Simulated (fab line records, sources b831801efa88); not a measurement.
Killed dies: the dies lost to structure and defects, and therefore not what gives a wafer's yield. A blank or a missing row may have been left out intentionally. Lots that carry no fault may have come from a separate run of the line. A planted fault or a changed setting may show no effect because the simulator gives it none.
What tool caused it? | flow sky130 | 12 lots, 36 wafers sampled, at 2 steps of a route of 708

WHAT EACH GAUGE READ, for each wafer
SKY_METAL1_CD_MEAS_15: target cd 140 nm.
lot  | measured     | on        | cd nm (nm)
L075 | day 33 01:48 | cd sem-02 | 137.5 138.1 137.2
L077 | day 33 16:44 | cd sem-01 | 138.7 140.8 139.4
L079 | day 35 05:01 | cd sem-02 | 141.1 139.3 139.2
L081 | day 35 10:57 | cd sem-01 | 141.3 141.8 141.1
L082 | day 35 18:08 | cd sem-01 | 139.7 139.7 140.3
L085 | day 36 12:41 | cd sem-02 | 139.2 141.1 140.1
L087 | day 37 02:02 | cd sem-02 | 136.8 137.6 138.8
L089 | day 37 14:13 | cd sem-01 | 137.9 138.6 137.8
L091 | day 38 04:25 | cd sem-01 | 141.3 139.9 139.8
L094 | day 39 03:29 | cd sem-02 | 139.8 139.6 140.9
L095 | day 39 21:32 | cd sem-01 | 139.6 138.8 139.1
L097 | day 39 23:02 | cd sem-02 | 140.3 141.0 139.1

TOOL THAT RAN EACH LOT (tool first, then ch and the chambers of the sampled wafers, then the start)
lot  | SKY_LOCAL_INTERCONNECT_ETCH_13
L075 | rie metal-02 ch 0,1, day 30 15:08
L077 | rie metal-03 ch 0,1, day 31 06:05
L079 | rie metal-03 ch 0,1, day 32 21:13
L081 | rie metal-03 ch 1, day 33 03:42
L082 | rie metal-03 ch 0,1, day 33 09:59
L085 | rie metal-03 ch 0,1, day 34 04:56
L087 | rie metal-02 ch 1, day 34 19:26
L089 | rie metal-02 ch 1, day 35 05:16
L091 | rie metal-03 ch 0,1, day 35 21:39
L094 | rie metal-02 ch 0,1, day 36 21:07
L095 | rie metal-02 ch 0,1, day 37 16:48
L097 | rie metal-02 ch 0,1, day 37 18:56
- SKY_LOCAL_INTERCONNECT_ETCH_13: etches BARC in N2/H2, stops on SiO2, time 45.9 s, target depth 60 nm.

THE ANSWER, worked out from the rows above alone
Rule: usual is defined by the lots themselves. The widest of any qualifying gaps counts: lots, ordered by their means at a reading, are off when they make up no more than a third of the lots, leave a main group of 4 or more, and stand apart from it by 3 or more times the standard deviation of that group's means. A main group whose means are all the same, to the digits that the tables above print for the reading, isn't used. Also off: a lot with no number at a reading for which 4 or more lots have one. The other lots that the step has rows for count as sound.
No lot is off on any of the readings shown, so nothing can be concluded from this.

WHAT WAS PUT IN BY THE SIMULATOR
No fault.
